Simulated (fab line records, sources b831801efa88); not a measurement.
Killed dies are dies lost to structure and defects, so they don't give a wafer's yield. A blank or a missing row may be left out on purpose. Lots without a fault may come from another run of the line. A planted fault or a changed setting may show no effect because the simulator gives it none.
fab line records | flow sky130
record lots=5 wafers=23
route steps=708 shown METAL2@485 VIA2@514 CAPM@548 METAL3@560 VIA3@573 METAL4@600
start_h: hours from the record's first day to the start of the lot's first wafer shown | wait_h: hours since the lot's step before | " the same as in the row above | L1.1+2: a row that stands for several wafers | - no value, or no start given | * or withheld: withheld | < > ~ a bound
route shown NAME@n: a module of which the file shows steps, and the number in the route of the first | usual: mean/standard deviation of fault-free wafers | same: alike in all rows | chamber/n: place in a boat | sites: the reading at each site | _std_site: their standard deviation | _edge_site: outer sites' mean less inner sites' | radius_mm: how far each site lies from the wafer's centre | mask NAME#n: copy n | behind: the tool/chamber that last shaped the wafer | hold: why the lot was held/for how many hours/how that ended | device: the transistor (n, p or np) that didn't switch | end of line: the same wafers' tests at the end of the route | a step without rows: its recipe alone | killed: dies lost to structure and defects at the first sort, not the wafer's yield | map: a wafer's dies, x killed, . not, _ none there
set.NAME: the setting as run; set.NAME@STEP: as run at that earlier step | model.NAME: the simulator's own value behind a step, which no gauge read
lots whose settings were changed on purpose; a table a step, a row a wafer
## steps
# step SKY_METAL2_SPUTTER_02
# recipe material=AlCu target_thk_nm=250 power_w=10600 time_s=13.3 chamber_pressure_pa=0.4
# columns lot.wafer tool chamber start_h wait_h set.power_w model.AlCu_of_METAL2_SPUTTER_02.thk_nm
L074.1 pvd_sputter-02 - 797.94 0.0 10600 251.6
L074.2 " - " " 10600 250.9
L074.3 " - " " 9899 231.8
L074.4 " - " " 10600 250.4
L074.5 " - " " 9899 232.4
L076.1 pvd_sputter-01 - 812.08 0.0 10600 246.6
L076.2 " - " " 10600 253
L076.3 " - " " 10600 250.9
L076.5 " - " " 10600 249.5
L076.6 " - " " 10600 247.5
L079.1 pvd_sputter-02 - 839.04 0.0 10600 246.5
L079.3 " - " " 10600 247.9
L079.5 " - " " 10600 246.8
L082.1 pvd_sputter-04 - 872.99 0.0 10600 251.4
L082.2 " - " " 11660 279.1
L082.4+6 " - " " 11660 277.2
L082.5 " - " " 10600 249.9
L084.1 pvd_sputter-02 - 875.05 0.0 10600 253.5
L084.2 " - " " 11710 282.8
L084.4 " - " " 11710 278.6
L084.5 " - " " 10600 255.8
L084.6 " - " " 11710 280.8
# step SKY_METAL2_SPUTTER_03
# recipe material=Ti target_thk_nm=5 power_w=3000 time_s=3.3 chamber_pressure_pa=0.4
# step SKY_METAL2_SPUTTER_04
# recipe material=TiN target_thk_nm=70 power_w=6500 time_s=58.3 chamber_pressure_pa=0.4
# step SKY_METAL2_RS_MEAS_05
# recipe thk_meas_gauge=four-point-probe reads=TiN_of_METAL2_SPUTTER_04+Ti_of_METAL2_SPUTTER_03+AlCu_of_METAL2_SPUTTER_02+TiN_of_METAL2_SPUTTER_01+Ti_of_METAL2_SPUTTER_00
# usual METAL2_ALCU_RS=0.1266/0.0014
# columns lot.wafer tool chamber start_h wait_h set.power_w@METAL2_SPUTTER_02 METAL2_ALCU_RS[ohm/sq]
L074.1 film_metro-04 - 798.03 0.0 10600 0.1259
L074.2 " - " " 10600 0.1263
L074.3 " - " " 9899 0.1369
L074.4 " - " " 10600 0.1264
L074.5 " - " " 9899 0.1366
L076.1 film_metro-03 - 812.17 0.0 10600 0.1287
L076.2 " - " " 10600 0.1254
L076.3 " - " " 10600 0.1261
L076.5 " - " " 10600 0.1270
L076.6 " - " " 10600 0.1282
L079.1 film_metro-04 - 839.13 0.0 10600 0.1287
L079.3 " - " " 10600 0.1277
L079.5 " - " " 10600 0.1281
L082.1 film_metro-03 - 873.08 0.0 10600 0.1260
L082.2 " - " " 11660 0.1130
L082.4 " - " " 11660 0.1139
L082.5 " - " " 10600 0.1268
L082.6 " - " " 11660 0.1138
L084.1 film_metro-02 - 875.15 0.0 10600 0.1248
L084.2 " - " " 11710 0.1118
L084.4 " - " " 11710 0.1135
L084.5 " - " " 10600 0.1236
L084.6 " - " " 11710 0.1124
# step SKY_METAL2_THK_MEAS_06
# recipe thk_meas_gauge=xrf reads=AlCu_of_METAL2_SPUTTER_02
# usual METAL2_ALCU_THK=250.0/2.9
# columns lot.wafer tool chamber start_h wait_h set.power_w@METAL2_SPUTTER_02 METAL2_ALCU_THK[nm]
L074.1 film_metro-04 - 798.15 0.1 10600 253.5
L074.2 " - " " 10600 250.8
L074.3 " - " " 9899 230.2
L074.4 " - " " 10600 250.8
L074.5 " - " " 9899 232.9
L076.1 film_metro-03 - 812.29 0.1 10600 246.4
L076.2 " - " " 10600 252.2
L076.3 " - " " 10600 250.6
L076.5 " - " " 10600 248.9
L076.6 " - " " 10600 245.7
L079.1 film_metro-04 - 839.25 0.1 10600 247.6
L079.3 " - " " 10600 247.9
L079.5 " - " " 10600 246.2
L082.1 film_metro-03 - 873.20 0.1 10600 249.1
L082.2 " - " " 11660 276.2
L082.4 " - " " 11660 275.2
L082.5 " - " " 10600 247.9
L082.6 " - " " 11660 276.2
L084.1 film_metro-02 - 875.27 0.1 10600 253.8
L084.2 " - " " 11710 283.2
L084.4 " - " " 11710 277.6
L084.5 " - " " 10600 255.2
L084.6 " - " " 11710 281.9
# step SKY_VIA2_COAT_07
# recipe resist=KrF-thick spin_rpm=3000 resist_thk_nm=450
# columns lot.wafer tool chamber start_h wait_h set.spin_rpm model.KrF-thick_of_VIA2_COAT_07.thk_nm
L074.1 litho_track-04 0 - - 2935 454.3
L074.2 " 0 " " 3000 452.4
L074.3 " 0 " " 2935 456.9
L074.4 " 0 " " 3000 450.8
L074.5 " 0 " " 2935 457
L076.1 litho_track-02 0 - - 3000 452.9
L076.2 " 0 " " 3000 451.7
L076.3 " 0 " " 3000 450.9
L076.5 " 0 " " 3000 452.5
L076.6 " 0 " " 3000 451.8
L079.1 litho_track-01 0 - - 3000 451.4
L079.3 " 0 " " 3000 451.9
L079.5 " 0 " " 3000 450.1
L082.1+2 litho_track-02 0 - - 2910 455.6
L082.4 " 0 " " 3000 450.2
L082.5 " 0 " " 3000 449.5
L082.6 " 0 " " 2910 456.4
L084.1 litho_track-04 0 - - 3000 451.3
L084.2 " 0 " " 3000 452.8
L084.4 " 0 " " 3000 451.8
L084.5 " 0 " " 3000 450.6
L084.6 " 0 " " 3000 451.9
# step SKY_VIA2_ETCH_14
# recipe chemistry=N2/H2 target=BARC ion_energy_ev=200 source_w=500 bias_w=100 pressure_mtorr=30 n2_flow_sccm=100 h2_flow_sccm=200 stop_on=SiO2 time_s=45.9 target_depth_a=600
# columns lot.wafer tool chamber start_h wait_h set.bias_w set.spin_rpm@VIA2_COAT_07 model.KrF-thick_of_VIA2_COAT_07.thk_nm
L074.1 rie_diel-02 0 851.38 0.0 100 2935 395.9
L074.2 " 3 " " 110.1 3000 392.6
L074.3 " 2 " " 100 2935 398.5
L074.4 " 1 " " 100 3000 393.1
L074.5 " 3 " " 110.1 2935 397.2
L076.1 rie_diel-04 0 865.89 0.0 108.2 3000 394.8
L076.2 " 2 " " 100 3000 394.7
L076.3 " 3 " " 100 3000 393.4
L076.5 " 3 " " 108.2 3000 394
L076.6 " 0 " " 100 3000 394.6
L079.1 rie_diel-01 0 892.79 0.0 100 3000 394.1
L079.3 " 2 " " 100 3000 394.2
L079.5 " 1 " " 100 3000 392
L082.1 rie_diel-04 3 924.74 0.0 95.74 2910 399
L082.2 " 0 " " 95.74 2910 399.1
L082.4 " 0 " " 100 3000 393.2
L082.5 " 1 " " 100 3000 391.2
L082.6 " 3 " " 100 2910 398.8
L084.1 rie_diel-02 1 928.03 0.0 93.17 3000 394.9
L084.2 " 3 " " 100 3000 395.7
L084.4 " 0 " " 93.17 3000 395.4
L084.5 " 1 " " 100 3000 393.5
L084.6 " 0 " " 100 3000 394.3
# step SKY_VIA2_SPUTTER_20
# recipe material=TiN target_thk_nm=20 chamber_pressure_pa=5 power_w=4000 time_s=80
# columns lot.wafer tool chamber start_h wait_h set.time_s model.TiN_of_VIA2_SPUTTER_20.thk_nm
L074.1 pvd_sputter-03 - 852.08 0.0 80 19.96
L074.2 " - " " 80 20.51
L074.3 " - " " 89.44 22.21
L074.4 " - " " 89.44 22.77
L074.5 " - " " 80 20.01
L076.1 pvd_sputter-02 - 866.60 0.0 80 20.08
L076.2 " - " " 80 20.04
L076.3 " - " " 73.51 18.61
L076.5 " - " " 80 20.15
L076.6 " - " " 73.51 18.33
L079.1 pvd_sputter-04 - 893.52 0.0 80 19.96
L079.3 " - " " 80 19.87
L079.5 " - " " 80 19.76
L082.1+5 pvd_sputter-04 - 925.46 0.0 70.55 17.76
L082.2 " - " " 80 20.08
L082.4 " - " " 80 20
L082.6 " - " " 70.55 17.53
L084.1+5 pvd_sputter-03 - 928.77 0.0 80 20.08
L084.2 " - " " 80 20.09
L084.4 " - " " 80 20.05
L084.6 " - " " 80 20.06
# step SKY_CAPM_DEVELOP_11
# recipe resist=NOVOLAK developer=TMAH develop_time_s=60 dev_temp_c=23
# columns lot.wafer tool chamber start_h wait_h set.dev_temp_c
L074.1+2+4 litho_track-04 0 878.84 0.1 23
L074.3+5 " 0 " " 24.1
L076.1+3 litho_track-04 0 893.39 0.1 19.87
L076.2+5+6 " 0 " " 23
L079.1+3+5 litho_track-03 0 919.17 0.1 23
L082.1+2+4 litho_track-04 0 950.44 0.1 21.33
L082.5+6 " 0 " " 23
L084.1+2+5 litho_track-04 0 953.99 0.1 23
L084.4+6 " 0 " " 24.61
# step SKY_CAPM_METAL_ETCH_13
# recipe target_depth_nm=220 stop_on=SiO2 chemistry=Cl2/BCl3 target=TiN pressure_mtorr=10 icp_w=900 bias_w=48.5 Cl2_flow_sccm=60 bcl3_flow_sccm=30 time_s=62.9
# columns lot.wafer tool chamber start_h wait_h set.dev_temp_c@CAPM_DEVELOP_11 model.CAPM.cd_nm
L074.1 rie_metal-04 0 879.02 0.0 23 996.6
L074.2 " 1 " " 23 999.5
L074.3 " 0 " " 24.1 1001
L074.4 " 1 " " 23 1001
L074.5 " 0 " " 24.1 1000
L076.1 rie_metal-03 1 893.57 0.0 19.87 986
L076.2 " 0 " " 23 997.5
L076.3 " 1 " " 19.87 987.3
L076.5 " 0 " " 23 998.7
L076.6 " 1 " " 23 996.1
L079.1 rie_metal-02 0 919.36 0.0 23 997.7
L079.3 " 1 " " 23 997.5
L079.5 " 0 " " 23 998.3
L082.1 rie_metal-04 1 950.62 0.0 21.33 995
L082.2 " 0 " " 21.33 994.4
L082.4 " 1 " " 21.33 995.9
L082.5 " 1 " " 23 1003
L082.6 " 0 " " 23 1000
L084.1 rie_metal-03 0 954.17 0.0 23 1006
L084.2 " 1 " " 23 1003
L084.4 " 0 " " 24.61 1008
L084.5 " 1 " " 23 1004
L084.6 " 0 " " 24.61 1011
# step SKY_METAL3_EXPOSE_10
# recipe mask_id=MM3 na=0.68 source_shape=annular sigma_inner=0.4 sigma_outer=0.8 target_cd_nm=300 dose_mj=28
# columns lot.wafer tool chamber start_h wait_h mask set.dose_mj
L074.1+3+5 krf_scanner-01 0 - - MM3#0 26.28
L074.2+4 " 0 " " MM3#0 28
L076.1+2+6 krf_scanner-01 0 - - MM3#0 28
L076.3+5 " 0 " " MM3#0 29.78
L079.1+3+5 krf_scanner-01 0 - - MM3#0 28
L082.1+2+6 krf_scanner-02 0 - - MM3#0 26.75
L082.4+5 " 0 " " MM3#0 28
L084.1+5+6 krf_scanner-01 0 - - MM3#0 28
L084.2+4 " 0 " " MM3#0 28.87
# step SKY_METAL3_PEB_11
# recipe peb_temp_c=withheld peb_time_s=withheld resist=KrF-thick
# step SKY_METAL3_DEVELOP_12
# recipe develop_time_s=60 resist=KrF-thick dev_temp_c=22.24
# columns lot.wafer tool chamber start_h wait_h set.dose_mj@METAL3_EXPOSE_10 model.METAL3.cd_nm
L074.1 litho_track-01 0 - - 26.28 309.9
L074.2 " 0 " " 28 299.3
L074.3 " 0 " " 26.28 309.8
L074.4 " 0 " " 28 299.1
L074.5 " 0 " " 26.28 310
L076.1 litho_track-02 0 - - 28 297.5
L076.2 " 0 " " 28 296.1
L076.3+5 " 0 " " 29.78 285.5
L076.6 " 0 " " 28 298.7
L079.1 litho_track-03 0 - - 28 298.9
L079.3 " 0 " " 28 299.5
L079.5 " 0 " " 28 299
L082.1 litho_track-02 0 - - 26.75 306.9
L082.2 " 0 " " 26.75 306.5
L082.4 " 0 " " 28 300.1
L082.5 " 0 " " 28 300.3
L082.6 " 0 " " 26.75 308.2
L084.1 litho_track-03 0 - - 28 299
L084.2 " 0 " " 28.87 294.8
L084.4 " 0 " " 28.87 294.5
L084.5 " 0 " " 28 300
L084.6 " 0 " " 28 300.8
# step SKY_METAL3_CD_MEAS_13
# recipe target_cd_nm=300
# usual cd_nm=299.4/1.2
# columns lot.wafer tool chamber start_h wait_h set.dose_mj@METAL3_EXPOSE_10 cd_nm
L074.1 cd_sem-02 - 905.27 - 26.28 309.9
L074.2 " - " " 28 299.3
L074.3 " - " " 26.28 309.6
L074.4 " - " " 28 298.9
L074.5 " - " " 26.28 309.8
L076.1 cd_sem-02 - 919.25 - 28 297.3
L076.2 " - " " 28 296.0
L076.3 " - " " 29.78 285.8
L076.5 " - " " 29.78 285.4
L076.6 " - " " 28 298.7
L079.1 cd_sem-02 - 943.62 - 28 298.4
L079.3 " - " " 28 299.2
L079.5 " - " " 28 298.8
L082.1 cd_sem-01 - 975.70 - 26.75 307.0
L082.2 " - " " 26.75 306.0
L082.4 " - " " 28 299.7
L082.5 " - " " 28 300.1
L082.6 " - " " 26.75 308.3
L084.1 cd_sem-01 - 979.07 - 28 298.7
L084.2 " - " " 28.87 294.9
L084.4 " - " " 28.87 294.2
L084.5 " - " " 28 299.6
L084.6 " - " " 28 300.5
# step SKY_METAL3_DESCUM_15
# recipe chemistry=O2 source_power_w=150 bias_power_w=0 pressure_mtorr=10 temp_c=40 time_s=8
# step SKY_METAL3_ETCH_16
# recipe chemistry=N2/H2 target=BARC ion_energy_ev=200 bias_w=100 pressure_mtorr=30 n2_flow_sccm=100 h2_flow_sccm=200 icp_w=500 stop_on=SiO2 time_s=88.2 target_depth_a=600
# columns lot.wafer tool chamber start_h wait_h set.dose_mj@METAL3_EXPOSE_10 model.METAL3.cd_nm
L074.1+5 rie_metal-02 0,1 905.46 0.0 26.28 307.9
L074.2 " 1 " " 28 296.9
L074.3 " 0 " " 26.28 308.3
L074.4 " 1 " " 28 297.3
L076.1 rie_metal-01 1 919.44 0.0 28 297.3
L076.2 " 0 " " 28 294.9
L076.3 " 0 " " 29.78 284.9
L076.5 " 1 " " 29.78 285.6
L076.6 " 0 " " 28 298.2
L079.1 rie_metal-01 1 943.81 0.0 28 299.1
L079.3 " 0 " " 28 298.4
L079.5 " 1 " " 28 299.2
L082.1 rie_metal-01 1 975.89 0.0 26.75 307.5
L082.2 " 0 " " 26.75 306.9
L082.4 " 0 " " 28 301.2
L082.5 " 1 " " 28 301.4
L082.6 " 0 " " 26.75 308.5
L084.1 rie_metal-01 1 979.26 0.0 28 298.5
L084.2 " 0 " " 28.87 294.3
L084.4 " 1 " " 28.87 294.2
L084.5 " 1 " " 28 300.5
L084.6 " 0 " " 28 299.8
# step SKY_METAL3_METAL_ETCH_18
# recipe target_depth_a=8450 stop_on=SiO2 over_etch_frac=0.3 time_s=183.1 chemistry=Cl2/BCl3 resist_sidewall_deg=88 pressure_mtorr=10 icp_w=900 bias_w=48.5 Cl2_flow_sccm=60 bcl3_flow_sccm=30
# columns lot.wafer tool chamber start_h wait_h set.bias_w set.dose_mj@METAL3_EXPOSE_10 model.METAL3.cd_nm
L074.1 rie_metal-03 1 905.57 0.0 48.5 26.28 308.2
L074.2 " 0 " " 48.5 28 298.4
L074.3 " 0 " " 48.5 26.28 311.5
L074.4 " 1 " " 48.5 28 298.6
L074.5 " 1 " " 48.5 26.28 306
L076.1 rie_metal-03 0 919.56 0.0 43.12 28 298.1
L076.2 " 1 " " 43.12 28 292.7
L076.3 " 0 " " 48.5 29.78 287.9
L076.5 " 0 " " 48.5 29.78 288.5
L076.6 " 1 " " 48.5 28 296.2
L079.1 rie_metal-02 1 943.93 0.0 48.5 28 295.9
L079.3 " 1 " " 48.5 28 299.4
L079.5 " 1 " " 48.5 28 294.5
L082.1 rie_metal-02 1 976.01 0.0 46.42 26.75 311
L082.2 " 1 " " 46.42 26.75 306.2
L082.4 " 1 " " 48.5 28 303.3
L082.5 " 1 " " 48.5 28 305.1
L082.6 " 1 " " 48.5 26.75 309.8
L084.1 rie_metal-02 1 979.38 0.0 48.5 28 298.2
L084.2 " 1 " " 48.5 28.87 294.6
L084.4 " 1 " " 48.5 28.87 291.5
L084.5 " 1 " " 48.5 28 299.4
L084.6 " 1 " " 48.5 28 297.9
# step SKY_VIA3_HDPCVD_00
# recipe material=SiO2 target_thk_nm=1635 sigma_open_frac=0.3 time_s=272.5 temp_c=400 sih4_flow_sccm=60 pressure_mtorr=6
# columns lot.wafer tool chamber start_h wait_h set.time_s model.SiO2_of_VIA3_HDPCVD_00.thk_nm
L074.1 hdpcvd-01 1 906.35 0.0 294.9 1791
L074.2 " 0 " " 272.5 1670
L074.3 " 2 " " 272.5 1643
L074.4 " 0 " " 294.9 1822
L074.5 " 1 " " 294.9 1793
L076.1+6 hdpcvd-01 0,1 920.37 0.0 246.3 -
L076.2 " 2 " " 272.5 1657
L076.3 " 1 " " 272.5 -
L076.5 " 0 " " 246.3 1499
L079.1 hdpcvd-02 2 945.13 0.0 272.5 1648
L079.3 " 0 " " 272.5 1601
L079.5 " 1 " " 272.5 1608
L082.1 hdpcvd-01 2 976.95 0.0 272.5 1627
L082.2+4 " 0 " " 287.8 -
L082.5 " 2 " " 287.8 1746
L082.6 " 1 " " 272.5 -
L084.1+2 hdpcvd-02 0,1 980.73 0.0 248.7 -
L084.4 " 2 " " 272.5 1640
L084.5 " 1 " " 272.5 1639
L084.6 " 0 " " 272.5 -
# step SKY_VIA3_THK_MEAS_01
# recipe reads=SiO2_of_VIA3_HDPCVD_00
# usual VIA3_HDPCVD_THK=1637/21
# columns lot.wafer tool chamber start_h wait_h set.time_s@VIA3_HDPCVD_00 VIA3_HDPCVD_THK[nm]
L074.1 film_metro-01 - 906.52 0.1 294.9 1791
L074.2 " - " " 272.5 1668
L074.3 " - " " 272.5 1642
L074.4 " - " " 294.9 1823
L074.5 " - " " 294.9 1792
L076.1 film_metro-03 - 920.53 0.1 246.3 1519
L076.2 " - " " 272.5 1657
L076.3 " - " " 272.5 1668
L076.5 " - " " 246.3 1499
L076.6 " - " " 246.3 1491
L079.1 film_metro-01 - 945.30 0.1 272.5 1647
L079.3 " - " " 272.5 1602
L079.5 " - " " 272.5 1607
L082.1 film_metro-02 - 977.12 0.1 272.5 1626
L082.2 " - " " 287.8 1735
L082.4 " - " " 287.8 1723
L082.5 " - " " 287.8 1747
L082.6 " - " " 272.5 1626
L084.1 film_metro-01 - 980.90 0.1 248.7 1483
L084.2 " - " " 248.7 1485
L084.4 " - " " 272.5 1640
L084.5 " - " " 272.5 1638
L084.6 " - " " 272.5 1635
# step SKY_VIA3_SPUTTER_20
# recipe material=TiN target_thk_nm=20 chamber_pressure_pa=5 power_w=4000 time_s=80
# columns lot.wafer tool chamber start_h wait_h set.chamber_pressure_pa model.TiN_of_VIA3_SPUTTER_20.thk_nm
L074.1 pvd_sputter-02 - 932.81 0.0 4.521 21.99
L074.2 " - " " 4.521 21.96
L074.3 " - " " 4.521 21.81
L074.4 " - " " 4.521 21.9
L074.5 " - " " 4.521 22.12
L076.1+3 pvd_sputter-01 - 945.98 0.0 5 19.9
L076.2 " - " " 5 19.87
L076.5 " - " " 5 19.71
L076.6 " - " " 5 20.23
L079.1 pvd_sputter-04 - 970.47 0.0 5 19.8
L079.3 " - " " 5 19.73
L079.5 " - " " 5 19.74
L082.1 pvd_sputter-01 - 1002.52 0.0 5.24 19.44
L082.2 " - " " 5.24 19.61
L082.4 " - " " 5.24 19.51
L082.5 " - " " 5.24 19.87
L082.6 " - " " 5.24 19.64
L084.1 pvd_sputter-01 - 1005.57 0.0 5.552 18.13
L084.2+6 " - " " 5.552 18.09
L084.4 " - " " 5.552 18.07
L084.5 " - " " 5.552 18.15
# step SKY_METAL4_SPUTTER_02
# recipe material=AlCu target_thk_nm=735 power_w=10600 time_s=39.1 chamber_pressure_pa=0.4
# columns lot.wafer tool chamber start_h wait_h set.time_s model.AlCu_of_METAL4_SPUTTER_02.thk_nm
L074.1 pvd_sputter-03 - 933.63 0.0 39.1 737.5
L074.2 " - " " 39.1 724.6
L074.3 " - " " 39.1 732.4
L074.4 " - " " 39.1 728.1
L074.5 " - " " 39.1 729.5
L076.1 pvd_sputter-04 - 946.69 0.0 35.52 659.8
L076.2 " - " " 39.1 736.8
L076.3 " - " " 35.52 657.4
L076.5 " - " " 39.1 738.3
L076.6 " - " " 35.52 657.1
L079.1 pvd_sputter-03 - 971.18 0.0 39.1 731.4
L079.3 " - " " 39.1 735.4
L079.5 " - " " 39.1 725.9
L082.1 pvd_sputter-02 - 1003.23 0.0 39.1 728.2
L082.2 " - " " 36.73 684.7
L082.4 " - " " 36.73 684.6
L082.5 " - " " 39.1 728.3
L082.6 " - " " 36.73 686.8
L084.1 pvd_sputter-04 - 1006.34 0.0 33.49 622.2
L084.2 " - " " 33.49 623.9
L084.4 " - " " 39.1 719.5
L084.5 " - " " 39.1 731.1
L084.6 " - " " 33.49 610.2
## key
split step=SKY_METAL2_SPUTTER_02 setting=power_w stated=10600 by=wafer
response step=SKY_METAL2_SPUTTER_02 reading=model.AlCu_of_METAL2_SPUTTER_02.thk_nm change=+2.65 per=1% r=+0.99
response step=SKY_METAL2_RS_MEAS_05 reading=METAL2_ALCU_RS change=-0.00127 per=1% r=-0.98
response step=SKY_METAL2_THK_MEAS_06 reading=METAL2_ALCU_THK change=+2.69 per=1% r=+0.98
split step=SKY_VIA2_COAT_07 setting=spin_rpm stated=3000 by=wafer
response step=SKY_VIA2_COAT_07 reading=model.KrF-thick_of_VIA2_COAT_07.thk_nm change=-2.02 per=1% r=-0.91
response step=SKY_VIA2_ETCH_14 reading=model.KrF-thick_of_VIA2_COAT_07.thk_nm change=-2.17 per=1% r=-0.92
split step=SKY_VIA2_ETCH_14 setting=bias_w stated=100 by=wafer
response none clear
split step=SKY_VIA2_SPUTTER_20 setting=time_s stated=80 by=wafer
response step=SKY_VIA2_SPUTTER_20 reading=model.TiN_of_VIA2_SPUTTER_20.thk_nm change=+0.199 per=1% r=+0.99
split step=SKY_CAPM_DEVELOP_11 setting=dev_temp_c stated=23 by=wafer
response step=SKY_CAPM_METAL_ETCH_13 reading=model.CAPM.cd_nm change=+0.768 per=1% r=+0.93
split step=SKY_METAL3_EXPOSE_10 setting=dose_mj stated=28 by=wafer
response step=SKY_METAL3_DEVELOP_12 reading=model.METAL3.cd_nm change=-1.76 per=1% r=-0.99
response step=SKY_METAL3_CD_MEAS_13 reading=cd_nm change=-1.75 per=1% r=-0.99
response step=SKY_METAL3_ETCH_16 reading=model.METAL3.cd_nm change=-1.72 per=1% r=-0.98
response step=SKY_METAL3_METAL_ETCH_18 reading=model.METAL3.cd_nm change=-1.37 per=1% r=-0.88
split step=SKY_METAL3_METAL_ETCH_18 setting=bias_w stated=48.5 by=wafer
response none clear
split step=SKY_VIA3_HDPCVD_00 setting=time_s stated=272.5 by=wafer
response step=SKY_VIA3_HDPCVD_00 reading=model.SiO2_of_VIA3_HDPCVD_00.thk_nm change=+17.7 per=1% r=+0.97
response step=SKY_VIA3_THK_MEAS_01 reading=VIA3_HDPCVD_THK change=+17.5 per=1% r=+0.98
split step=SKY_VIA3_SPUTTER_20 setting=chamber_pressure_pa stated=5 by=lot
response step=SKY_VIA3_SPUTTER_20 reading=model.TiN_of_VIA3_SPUTTER_20.thk_nm change=-0.179 per=1% r=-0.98
split step=SKY_METAL4_SPUTTER_02 setting=time_s stated=39.1 by=wafer
response step=SKY_METAL4_SPUTTER_02 reading=model.AlCu_of_METAL4_SPUTTER_02.thk_nm change=+7.71 per=1% r=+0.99
